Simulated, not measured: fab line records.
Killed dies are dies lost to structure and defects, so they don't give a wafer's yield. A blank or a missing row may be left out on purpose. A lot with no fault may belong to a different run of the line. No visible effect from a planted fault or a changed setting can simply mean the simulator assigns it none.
fab line records	flow sfq-line
[record] lots = 5	wafers = 15	last-day = 83
route steps=325 shown M0@33 I0@43 M1@58
lots untouched by any fault: they come from a run of this same line in which no faults occurred
start-h: start of the lot's first displayed wafer, in hours after the record's first day	wait-h: hours from the lot's prior step to this one	" identical to the entry in the row above	L1.1+2: several wafers, shown together as one row	- either no value or no given start	* or withheld: withheld	< > ~ a bound
route shown NAME@n: names a module that has steps shown in the file, with the first one's number in the route	usual: mean/standard deviation of fault-free wafers	same: alike in all rows	chamber/n: place in a boat	sites: per-site readings	_std_site: standard deviation of those values	_edge_site: mean of outer sites minus mean of inner sites	radius-mm: for every site, how far away it sits from the centre of the wafer	mask NAME#n: copy n	behind: the tool/chamber that last shaped the wafer	hold: why the lot was held/for how many hours/how that ended	device: names the non-switching transistor (n, p or np)	end of line: the same wafers' tests at the end of the route	for a step that has no rows: nothing shown but its recipe	killed: dies lost to structure and defects at the first sort, not the wafer's yield	map: the dies of a wafer, with x for killed, . for not killed, _ for no die there
set.NAME: the run value of the setting; set.NAME@STEP: its run value at that earlier step	model.NAME: the simulator's own value behind a step, which no gauge read
a table for each step, a row for each wafer; lots at some steps of the route
services: when a tool's chamber went out of use (start-h, in hours from the record's first day, below 0 if earlier), for how many hours, and the reason
[[steps]]
[step SFQ_TRILAYER_M0_LITHO_COAT_021]
[recipe] resist = KrF	spin-rpm = 3000	resist-thk-nm = 600
lot.wafer	tool	chamber	start-h	wait-h
L076.2+3+6	litho-track-01	0	173.13	0.2
L077.4+5+6	litho-track-04	0	177.62	0.2
L081.2+3+4	litho-track-01	0	194.28	0.2
L082.2+3+5	litho-track-01	0	200.29	0.2
L097.1+2+3	litho-track-04	0	293.98	0.2
[step SFQ_TRILAYER_M0_LITHO_SOFTBAKE_025]
[recipe] temp-c = withheld	time-s = withheld	resist = KrF
lot.wafer	tool	chamber	start-h	wait-h
L076.2+3+6	litho-track-01	0	173.40	0.2
L077.4+5+6	litho-track-04	0	177.84	0.2
L081.2+3+4	litho-track-01	0	194.56	0.2
L082.2+3+5	litho-track-01	0	200.57	0.2
L097.1+2+3	litho-track-04	0	294.28	0.2
[step SFQ_TRILAYER_M0_LITHO_EXPOSE_022]
[recipe] mask-id = M0	na = 0.6	source-shape = conventional	sigma-outer = 0.65	target-cd-nm = 500	dose-mj = 14.4
[same] na = 0.6
lot.wafer	tool	chamber	start-h	wait-h	mask
L076.2+3+6	krf-scanner-02	0	184.36	-	M0#0
L077.4+5+6	krf-scanner-02	0	187.16	-	M0#0
L081.2+3+4	krf-scanner-02	0	202.46	-	M0#0
L082.2+3+5	krf-scanner-02	0	209.66	-	M0#0
L097.1+2+3	krf-scanner-01	0	396.66	-	M0#0
[step SFQ_TRILAYER_M0_LITHO_PEB_024]
[recipe] peb-temp-c = 115	peb-time-s = 60	resist = KrF
lot.wafer	tool	chamber	start-h	wait-h
L076.2+3+6	litho-track-01	0	185.38	0.8
L077.4+5+6	litho-track-02	0	188.01	0.7
L081.2+3+4	litho-track-01	0	203.52	0.9
L082.2+3+5	litho-track-01	0	210.68	0.8
L097.1+2+3	litho-track-02	0	397.86	1.0
[step SFQ_TRILAYER_M0_LITHO_DEVELOP_023]
[recipe] time-s = 60	resist = KrF
lot.wafer	tool	chamber	start-h	wait-h
L076.2+3+6	litho-track-01	0	185.53	0.1
L077.4+5+6	litho-track-02	0	188.16	0.1
L081.2+3+4	litho-track-01	0	203.67	0.1
L082.2+3+5	litho-track-01	0	210.83	0.1
L097.1+2+3	litho-track-02	0	398.01	0.1
[step SFQ_M0_OVL_MEAS_906]
[usual] M0_OVL = 1/4.7
lot.wafer	tool	chamber	start-h	wait-h	M0_OVL[nm]
L076.2	overlay-01	-	185.67	0.1	-7
L076.3	"	-	"	"	2
L076.6	"	-	"	"	-9
L077.4	overlay-02	-	188.25	0.1	-3
L077.5	"	-	"	"	4
L077.6	"	-	"	"	-4
L081.2	overlay-01	-	203.80	0.1	1
L081.3	"	-	"	"	-5
L081.4	"	-	"	"	2
L082.2	overlay-02	-	210.97	0.1	2
L082.3	"	-	"	"	6
L082.5	"	-	"	"	7
L097.1	overlay-01	-	398.16	0.1	-1
L097.2	"	-	"	"	5
L097.3	"	-	"	"	3
[step SFQ_TRILAYER_M0_BARC_OPEN_METAL_ETCH_031]
[recipe] mask-material = PR	chemistry = O2	target-depth-nm = 125	target = BARC	icp-w = 600	bias-w = 80	pressure-mtorr = 10	time-s = 41.7
[usual] drypump-motor-current-A = 5.6/0.41	oes-product-au = 0.685/0.0045
lot.wafer	tool	chamber	start-h	wait-h	drypump-motor-current-A	oes-product-au	rf-hours-counter-h
L076.2	rie-metal-03	1	185.70	0.0	5.0	0.681	95
L076.3	"	1	"	"	5.0	0.685	-
L076.6	"	1	"	"	5.0	0.684	-
L077.4	rie-metal-03	0	188.29	0.0	6.0	0.696	-
L077.5	"	0	"	"	5.9	0.683	-
L077.6	"	1	"	"	5.0	0.691	-
L081.2	rie-metal-04	0	203.83	0.0	6.2	0.693	174
L081.3	"	0	"	"	6.2	0.684	-
L081.4	"	1	"	"	5.3	0.681	-
L082.2	rie-metal-03	0	211.00	0.0	5.9	0.691	12
L082.3	"	1	"	"	5.0	0.688	-
L082.5	"	1	"	"	5.0	0.693	-
L097.1	rie-metal-04	1	398.20	0.0	5.3	0.691	19
L097.2	"	0	"	"	6.2	0.678	15
L097.3	"	0	"	"	6.2	0.681	-
[step SFQ_TRILAYER_M0_ETCH_METAL_ETCH_024]
[recipe] target = Nb	stop-on = SiO2	mask-material = PR	chemistry = Cl2/Ar	target-depth-nm = 240	icp-w = 600	bias-w = 80	pressure-mtorr = 10	time-s = 120
[usual] drypump-motor-current-A = 5.6/0.41	oes-product-au = 0.892/0.0069
lot.wafer	tool	chamber	start-h	wait-h	drypump-motor-current-A	oes-product-au	rf-hours-counter-h
L076.2	rie-metal-03	1	185.75	0.0	5.0	0.904	95
L076.3	"	1	"	"	5.0	0.886	-
L076.6	"	1	"	"	5.0	0.890	-
L077.4	rie-metal-03	0	188.37	0.1	5.9	0.896	-
L077.5	"	0	"	"	5.9	0.888	-
L077.6	"	1	"	"	5.0	0.883	-
L081.2	rie-metal-04	0	203.89	0.0	6.2	0.892	174
L081.3	"	0	"	"	6.2	0.888	-
L081.4	"	1	"	"	5.3	0.887	-
L082.2	rie-metal-03	0	211.05	0.0	6.0	0.890	12
L082.3	"	1	"	"	5.0	0.888	-
L082.5	"	1	"	"	5.0	0.896	-
L097.1	rie-metal-04	1	398.26	0.0	5.3	0.897	19
L097.2	"	0	"	"	6.2	0.888	15
L097.3	"	0	"	"	6.2	0.901	-
[step SFQ_TRILAYER_M0_STRIP_STRIP_025]
[recipe] gas = O2	power-w = 200	platen-temp-c = 40	overash-fraction = 0.65	chemistry = O2	pressure-mtorr = 50
[usual] drypump-motor-current-A = 5.6/0.41	oes-product-au = 1.002/0.0069
lot.wafer	tool	chamber	start-h	wait-h	drypump-motor-current-A	oes-product-au	rf-hours-counter-h
L076.2	rie-metal-03	1	185.88	0.1	5.0	0.991	95
L076.3	"	1	"	"	5.0	1.001	-
L076.6	"	1	"	"	5.0	1.003	-
L077.4	rie-metal-03	0	188.65	0.2	5.9	1.015	-
L077.5	"	0	"	"	5.9	1.011	-
L077.6	"	1	"	"	5.0	0.997	-
L081.2	rie-metal-04	0	204.01	0.1	6.2	0.990	174
L081.3	"	0	"	"	6.2	1.000	-
L081.4	"	1	"	"	5.3	1.009	-
L082.2	rie-metal-03	0	211.18	0.1	5.9	1.009	12
L082.3	"	1	"	"	5.0	0.991	-
L082.5	"	1	"	"	5.0	0.998	-
L097.1	rie-metal-04	1	398.38	0.1	5.3	1.008	19
L097.2	"	0	"	"	6.2	0.993	15
L097.3	"	0	"	"	6.3	0.987	-
[step SFQ_TRILAYER_M0_STRIP_SOLV_CLEAN_026]
[recipe] chemistry = NMP	temp-c = 70	time-s = 600
lot.wafer	tool	chamber	start-h	wait-h
L076.2+3+6	wet-bench-02	3,4,5	186.48	0.4
L077.4+5+6	wet-bench-04	5,7,6	189.05	0.2
L081.2+3+4	wet-bench-02	5,6,0	204.61	0.4
L082.2+3+5	wet-bench-02	4,7,1	211.78	0.4
L097.1+2+3	wet-bench-02	3,0,2	398.98	0.4
[step SFQ_TRILAYER_I0_DEP_PECVD_027]
[recipe] material = SiO2	temp-c = 150	time-s = 111.11	pressure-torr = 2.4	rf-w = 183.3	precursor = SiH4/N2O	target-thk-nm = 500
[usual] heater-power-outer-w = 30/6.9	heater-power-w = 82/13	throttle-valve-pct = 24.7/1.5
lot.wafer	tool	chamber	start-h	wait-h	heater-power-outer-w	heater-power-w	throttle-valve-pct
L076.2	pecvd-03	1	186.65	0.0	26	74	24.7
L076.3	"	2	"	"	27	84	25.3
L076.6	"	1	"	"	28	78	24.6
L077.4	pecvd-04	0	189.27	0.0	30	77	23.6
L077.5	"	1	"	"	34	85	22.4
L077.6	"	2	"	"	19	69	24.7
L081.2	pecvd-04	2	204.79	0.0	30	79	24.2
L081.3	"	1	"	"	38	91	22.4
L081.4	"	0	"	"	26	68	23.5
L082.2	pecvd-04	2	211.95	0.0	27	79	24.5
L082.3	"	1	"	"	41	97	22.6
L082.5	"	0	"	"	20	64	23.5
L097.1	pecvd-04	2	399.16	0.0	26	78	25.5
L097.2	"	0	"	"	25	69	23.8
L097.3	"	1	"	"	28	77	22.9
[step SFQ_TRILAYER_I0_CMP_CMP_028]
[recipe] material = SiO2	down-force-psi = 3	platen-rpm = 60	pad-velocity-m-s = 0.94248
[usual] edge-zone-pressure-frac = 1.000/0.0045	motor-current-A = 10.8/0.44	time-to-endpoint-s = 212/6.5
lot.wafer	tool	chamber	start-h	wait-h	edge-zone-pressure-frac	motor-current-A	time-to-endpoint-s
L076.3	cmp-01	1	193.95	7.3	0.987	10.9	209
L076.2	"	3	194.95	8.3	0.999	10.9	203
L076.6	"	1	195.95	9.2	0.994	10.9	218
L077.4	cmp-01	0	197.45	8.1	1.005	10.8	210
L077.6	"	3	198.95	9.6	0.997	11.0	214
L077.5	"	0	"	"	0.996	10.9	217
L081.4	cmp-02	0	214.43	9.6	0.999	10.4	213
L081.2	"	1	"	"	1.001	10.0	216
L081.3	"	3	215.93	11.1	0.998	11.1	214
L082.3	cmp-01	3	224.45	12.5	1.001	10.5	207
L082.2	"	1	225.45	13.5	1.000	11.1	198
L082.5	"	3	226.45	14.4	0.995	11.1	206
L097.2	cmp-01	0	401.04	1.8	0.995	11.0	205
L097.1	"	1	"	"	0.998	10.7	210
L097.3	"	2	"	"	1.004	11.2	213
[step SFQ_I0_BOW_MEAS_907]
[recipe] mode = bow
[usual] I0_BOW = 1/7.5
lot.wafer	tool	chamber	start-h	wait-h	I0_BOW[um]
L076.2	film-metro-04	-	196.97	1.5	-1
L076.3	"	-	"	"	-6
L076.6	"	-	"	"	-15
L077.4	film-metro-04	-	200.01	2.1	2
L077.5	"	-	"	"	5
L077.6	"	-	"	"	7
L081.2	film-metro-01	-	217.45	2.0	8
L081.3	"	-	"	"	-1
L081.4	"	-	"	"	-7
L082.2	film-metro-04	-	226.97	1.0	-5
L082.3	"	-	"	"	-12
L082.5	"	-	"	"	1
L097.1	film-metro-01	-	404.04	2.0	1
L097.2	"	-	"	"	9
L097.3	"	-	"	"	3
[step SFQ_TRILAYER_I0_METRO_MEASURE_029]
[usual] thk-nm = 199.6/1
lot.wafer	tool	chamber	start-h	wait-h	thk-nm
L076.2	film-metro-04	-	197.27	0.3	199.7
L076.3	"	-	"	"	199.8
L076.6	"	-	"	"	200.4
L077.4	film-metro-04	-	200.67	0.6	198.4
L077.5	"	-	"	"	197.5
L077.6	"	-	"	"	199.7
L081.2	film-metro-01	-	217.75	0.3	200.8
L081.3	"	-	"	"	199.4
L081.4	"	-	"	"	200.4
L082.2	film-metro-04	-	227.27	0.3	200.6
L082.3	"	-	"	"	199.1
L082.5	"	-	"	"	199.8
L097.1	film-metro-01	-	404.16	0.1	199.4
L097.2	"	-	"	"	197.6
L097.3	"	-	"	"	197.9
[step SFQ_TRILAYER_I0_VIA_LITHO_COAT_036]
[recipe] resist = BARC	spin-rpm = 3000	resist-thk-nm = 62
lot.wafer	tool	chamber	start-h	wait-h
L076.2+3+6	litho-track-01	0	198.32	0.8
L077.4+5+6	litho-track-02	0	201.42	0.6
L081.2+3+4	litho-track-03	0	218.80	0.8
L082.2+3+5	litho-track-02	0	228.32	0.8
L097.1+2+3	litho-track-02	0	405.36	1.0
[step SFQ_TRILAYER_I0_VIA_LITHO_COAT_031]
[recipe] resist = KrF	spin-rpm = 3000	resist-thk-nm = 650
lot.wafer	tool	chamber	start-h	wait-h
L076.2+3+6	litho-track-01	0	198.62	0.2
L077.4+5+6	litho-track-02	0	201.72	0.2
L081.2+3+4	litho-track-03	0	219.10	0.2
L082.2+3+5	litho-track-02	0	228.62	0.2
L097.1+2+3	litho-track-02	0	405.66	0.2
[step SFQ_TRILAYER_I0_VIA_LITHO_SOFTBAKE_035]
[recipe] temp-c = withheld	time-s = withheld	resist = KrF
lot.wafer	tool	chamber	start-h	wait-h
L076.2+3+6	litho-track-01	0	198.90	0.2
L077.4+5+6	litho-track-02	0	201.95	0.2
L081.2+3+4	litho-track-03	0	219.37	0.2
L082.2+3+5	litho-track-02	0	228.90	0.2
L097.1+2+3	litho-track-02	0	405.96	0.2
[step SFQ_TRILAYER_I0_VIA_LITHO_EXPOSE_032]
[recipe] mask-id = I0	na = 0.6	source-shape = conventional	sigma-outer = 0.65	target-cd-nm = 500	dose-mj = 21.3
[same] na = 0.6
lot.wafer	tool	chamber	start-h	wait-h	mask
L076.2+3+6	krf-scanner-02	0	288.43	-	I0#0
L077.4+5+6	krf-scanner-02	0	293.63	-	I0#0
L081.2+3+4	krf-scanner-02	0	314.83	-	I0#0
L082.2+3+5	krf-scanner-01	0	326.51	-	I0#0
L097.1+2+3	krf-scanner-02	0	406.11	-	I0#0
[step SFQ_TRILAYER_I0_VIA_LITHO_PEB_034]
[recipe] peb-temp-c = 115	peb-time-s = 60	resist = KrF
lot.wafer	tool	chamber	start-h	wait-h
L076.2+3+6	litho-track-01	0	289.46	0.8
L077.4+5+6	litho-track-01	0	294.31	0.5
L081.2+3+4	litho-track-03	0	315.86	0.8
L082.2+3+5	litho-track-02	0	327.54	0.8
L097.1+2+3	litho-track-03	0	407.31	1.0
[step SFQ_TRILAYER_I0_VIA_LITHO_DEVELOP_033]
[recipe] time-s = 60	resist = KrF
lot.wafer	tool	chamber	start-h	wait-h
L076.2+3+6	litho-track-01	0	289.61	0.1
L077.4+5+6	litho-track-01	0	294.46	0.1
L081.2+3+4	litho-track-03	0	316.01	0.1
L082.2+3+5	litho-track-02	0	327.69	0.1
L097.1+2+3	litho-track-03	0	407.46	0.1
[step SFQ_I0_OVL_MEAS_908]
[usual] I0_OVL = -4/5.4
lot.wafer	tool	chamber	start-h	wait-h	I0_OVL[nm]
L076.2	overlay-02	-	289.74	0.1	-7
L076.3	"	-	"	"	-10
L076.6	"	-	"	"	-6
L077.4	overlay-01	-	294.55	0.1	-11
L077.5	"	-	"	"	-4
L077.6	"	-	"	"	-20
L081.2	overlay-02	-	316.14	0.1	11
L081.3	"	-	"	"	-2
L081.4	"	-	"	"	4
L082.2	overlay-01	-	327.82	0.1	1
L082.3	"	-	"	"	-3
L082.5	"	-	"	"	-4
L097.1	overlay-02	-	407.61	0.1	3
L097.2	"	-	"	"	-3
L097.3	"	-	"	"	7
[step SFQ_TRILAYER_I0_VIA_BARC_OPEN_VIA_ETCH_046]
[recipe] mask-material = PR	chemistry = O2	target-depth-nm = 125	target = BARC	source-w = 500	bias-w = 80	pressure-mtorr = 30	time-s = 41.7
[usual] drypump-motor-current-A = 5.6/0.44	oes-product-au = 0.684/0.0047
lot.wafer	tool	chamber	start-h	wait-h	drypump-motor-current-A	oes-product-au	rf-hours-counter-h
L076.2	rie-diel-03	3	289.77	0.0	5.7	0.690	5
L076.3	"	1	"	"	5.6	0.680	31
L076.6	"	3	"	"	5.7	0.677	-
L077.4	rie-diel-03	0	294.57	0.0	6.3	0.682	19
L077.5	"	1	"	"	5.5	0.688	-
L077.6	"	0	"	"	6.3	0.686	-
L081.2	rie-diel-02	2	316.17	0.0	5.6	0.687	5
L081.3	"	3	"	"	5.3	0.683	9
L081.4	"	0	"	"	6.4	0.686	12
L082.2	rie-diel-02	0	327.85	0.0	6.4	0.688	12
L082.3	"	1	"	"	5.1	0.678	121
L082.5	"	1	"	"	5.1	0.684	-
L097.1	rie-diel-02	3	407.64	0.0	5.3	0.679	11
L097.2	"	0	"	"	6.4	0.679	13
L097.3	"	2	"	"	5.6	0.673	7
[step SFQ_TRILAYER_I0_VIA_ETCH_VIA_ETCH_034]
[recipe] target = SiO2	stop-on = Nb	mask-material = PR	taper-deg = 20	chemistry = CHF3	target-depth-nm = 260	source-w = 500	bias-w = 80	pressure-mtorr = 30	time-s = withheld
[usual] drypump-motor-current-A = 5.6/0.44	oes-product-au = 0.853/0.0053
lot.wafer	tool	chamber	start-h	wait-h	drypump-motor-current-A	oes-product-au
L076.2	rie-diel-03	3	289.81	0.0	5.8	0.857
L076.3	"	1	"	"	5.6	0.853
L076.6	"	3	"	"	5.7	0.852
L077.4	rie-diel-03	0	294.61	0.0	6.3	0.856
L077.5	"	1	"	"	5.5	0.855
L077.6	"	0	"	"	6.3	0.858
L081.2	rie-diel-02	2	316.21	0.0	5.6	0.858
L081.3	"	3	"	"	5.3	0.851
L081.4	"	0	"	"	6.4	0.848
L082.2	rie-diel-02	0	327.89	0.0	6.4	0.856
L082.3	"	1	"	"	5.1	0.855
L082.5	"	1	"	"	5.1	0.853
L097.1	rie-diel-02	3	407.68	0.0	5.3	0.859
L097.2	"	0	"	"	6.3	0.848
L097.3	"	2	"	"	5.6	0.850
[step SFQ_TRILAYER_I0_VIA_STRIP_STRIP_035]
[recipe] gas = O2	power-w = 200	platen-temp-c = 40	overash-fraction = 0.65	chemistry = O2	pressure-mtorr = 50
[usual] drypump-motor-current-A = 5.8/0.52	oes-product-au = 0.999/0.0082
lot.wafer	tool	chamber	start-h	wait-h	drypump-motor-current-A	oes-product-au	rf-hours-counter-h
L076.2	rie-metal-03	0	289.92	-	6.0	1.002	20
L076.3	"	1	"	"	5.0	1.002	-
L076.6	"	1	"	"	5.0	0.998	-
L077.4	rie-metal-04	1	294.92	-	5.3	0.998	-
L077.5	"	0	"	"	6.2	1.003	-
L077.6	"	1	"	"	5.3	1.000	-
L081.2	rie-metal-03	0	316.32	-	6.0	0.993	24
L081.3	"	1	"	"	5.0	1.004	-
L081.4	"	0	"	"	6.0	0.998	-
L082.2	rie-metal-04	0	328.00	-	6.2	0.993	5
L082.3	"	1	"	"	5.3	1.011	-
L082.5	"	0	"	"	6.2	0.999	-
L097.1	rie-metal-02	1	407.80	-	5.9	0.982	22
L097.2	"	0	"	"	6.6	0.991	131
L097.3	"	0	"	"	6.6	0.980	-
[step SFQ_TRILAYER_I0_VIA_STRIP_SOLV_CLEAN_036]
[recipe] chemistry = NMP	temp-c = 70	time-s = 600
lot.wafer	tool	chamber	start-h	wait-h
L076.2+3+6	wet-bench-02	3,2,1	290.72	0.5
L077.4+5+6	wet-bench-03	0,4,5	295.32	0.2
L081.2+3+4	wet-bench-03	2,7,1	316.92	0.4
L082.2+3+5	wet-bench-04	3,2,1	328.60	0.4
L097.1+2+3	wet-bench-03	0,2,3	408.40	0.4
[step SFQ_TRILAYER_M1_DEP_PRE_CLEAN_038]
[recipe] gas = Ar	time-s = 22.5	bias-v = 250
lot.wafer	tool	chamber	start-h	wait-h
L076.2+3+6	pvd-sputter-06	-	290.89	0.0
L077.4+5+6	pvd-sputter-04	-	295.49	0.0
L081.2+3+4	pvd-sputter-06	-	317.09	0.0
L082.2+3+5	pvd-sputter-06	-	328.78	0.0
L097.1+2+3	pvd-sputter-05	-	408.57	0.0
[step SFQ_TRILAYER_M1_DEP_SPUTTER_037]
[recipe] material = Nb	base-pressure-pa = 1.33e-06	chamber-pressure-pa = 0.1333	substrate-temp-c = 20	resputter-cathode-voltage-v = 400	target-thk-nm = 200	power-w = 2000	time-s = 133.3
[usual] throttle-valve-pct = 29.7/0.89
lot.wafer	tool	chamber	start-h	wait-h	throttle-valve-pct
L076.2	pvd-sputter-06	-	290.92	0.0	29.0
L076.3	"	-	"	"	29.2
L076.6	"	-	"	"	30.2
L077.4	pvd-sputter-04	-	295.52	0.0	29.1
L077.5	"	-	"	"	28.8
L077.6	"	-	"	"	30.0
L081.2	pvd-sputter-06	-	317.12	0.0	28.9
L081.3	"	-	"	"	29.2
L081.4	"	-	"	"	29.3
L082.2	pvd-sputter-06	-	328.81	0.0	29.3
L082.3	"	-	"	"	29.1
L082.5	"	-	"	"	29.2
L097.1	pvd-sputter-05	-	408.60	0.0	29.8
L097.2	"	-	"	"	31.3
L097.3	"	-	"	"	28.4
[step SFQ_M1_RS_MEAS_909]
[recipe] thk-meas-gauge = four-point-probe	reads = Nb_of_TRILAYER_M1_DEP_SPUTTER_037
[usual] M1_NB_RS = 0.888/0.01
lot.wafer	tool	chamber	start-h	wait-h	M1_NB_RS[ohm/sq]
L076.2	film-metro-02	-	291.03	0.1	0.868
L076.3	"	-	"	"	0.866
L076.6	"	-	"	"	0.863
L077.4	film-metro-04	-	295.67	0.1	0.906
L077.5	"	-	"	"	0.900
L077.6	"	-	"	"	0.905
L081.2	film-metro-04	-	317.23	0.1	0.878
L081.3	"	-	"	"	0.885
L081.4	"	-	"	"	0.877
L082.2	film-metro-03	-	328.92	0.1	0.880
L082.3	"	-	"	"	0.876
L082.5	"	-	"	"	0.880
L097.1	film-metro-04	-	408.69	0.0	0.894
L097.2	"	-	"	"	0.890
L097.3	"	-	"	"	0.892
[step SFQ_TRILAYER_M1_LITHO_COAT_044]
[recipe] resist = BARC	spin-rpm = 3000	resist-thk-nm = 62
lot.wafer	tool	chamber	start-h	wait-h
L076.2+3+6	litho-track-04	0	291.24	0.1
L077.4+5+6	litho-track-03	0	295.94	0.2
L081.2+3+4	litho-track-03	0	317.44	0.1
L082.2+3+5	litho-track-04	0	329.13	0.1
L097.1+2+3	litho-track-04	0	408.87	0.1
[step SFQ_TRILAYER_M1_LITHO_COAT_039]
[recipe] resist = KrF	spin-rpm = 3000	resist-thk-nm = 600
lot.wafer	tool	chamber	start-h	wait-h
L076.2+3+6	litho-track-04	0	291.54	0.2
L077.4+5+6	litho-track-03	0	296.24	0.2
L081.2+3+4	litho-track-03	0	317.74	0.2
L082.2+3+5	litho-track-04	0	329.43	0.2
L097.1+2+3	litho-track-04	0	409.17	0.2
[step SFQ_TRILAYER_M1_LITHO_SOFTBAKE_043]
[recipe] temp-c = withheld	time-s = withheld	resist = KrF
lot.wafer	tool	chamber	start-h	wait-h
L076.2+3+6	litho-track-04	0	291.82	0.2
L077.4+5+6	litho-track-03	0	296.47	0.2
L081.2+3+4	litho-track-03	0	318.02	0.2
L082.2+3+5	litho-track-04	0	329.70	0.2
L097.1+2+3	litho-track-04	0	409.47	0.2
[step SFQ_TRILAYER_M1_LITHO_EXPOSE_040]
[recipe] mask-id = M1	na = 0.6	source-shape = conventional	sigma-outer = 0.65	target-cd-nm = 500	dose-mj = 14.4
[same] na = 0.6
lot.wafer	tool	chamber	start-h	wait-h	mask
L076.2+3+6	krf-scanner-02	0	329.23	-	M1#0
L077.4+5+6	krf-scanner-02	0	330.83	-	M1#0
L081.2+3+4	krf-scanner-02	0	434.19	-	M1#0
L082.2+3+5	krf-scanner-01	0	449.65	-	M1#0
L097.1+2+3	krf-scanner-01	0	560.50	-	M1#0
[[services]]
tool	chamber	start-h	hours	kind
krf-scanner-02	-	162.76	1.0	pm
rie-metal-04	0	185.20	5.8	repair
krf-scanner-02	-	199.76	1.3	pm
rie-diel-02	-	202.08	3.0	repair
rie-diel-02	0	202.66	5.5	repair
pvd-sputter-06	-	234.49	1.2	repair
rie-metal-03	-	239.28	28.1	pm
krf-scanner-02	-	274.01	0.8	pm
krf-scanner-02	-	276.07	3.9	repair
krf-scanner-02	-	281.65	0.1	repair
rie-diel-02	0	292.95	8.0	repair
krf-scanner-02	-	318.25	0.7	repair
krf-scanner-02	-	331.43	1.0	pm
krf-scanner-02	-	338.89	1.9	repair
krf-scanner-02	-	353.25	0.2	repair
krf-scanner-02	-	374.92	1.3	pm
krf-scanner-02	-	397.35	0.1	repair
krf-scanner-02	-	443.59	0.8	pm
rie-metal-03	0	443.73	8.6	repair
krf-scanner-02	-	500.98	1.0	pm
krf-scanner-02	-	504.38	4.0	pm
rie-metal-04	-	507.70	0.7	repair
rie-metal-04	-	510.98	2.8	pm
krf-scanner-02	-	551.60	1.3	pm
[[key]]
fault none
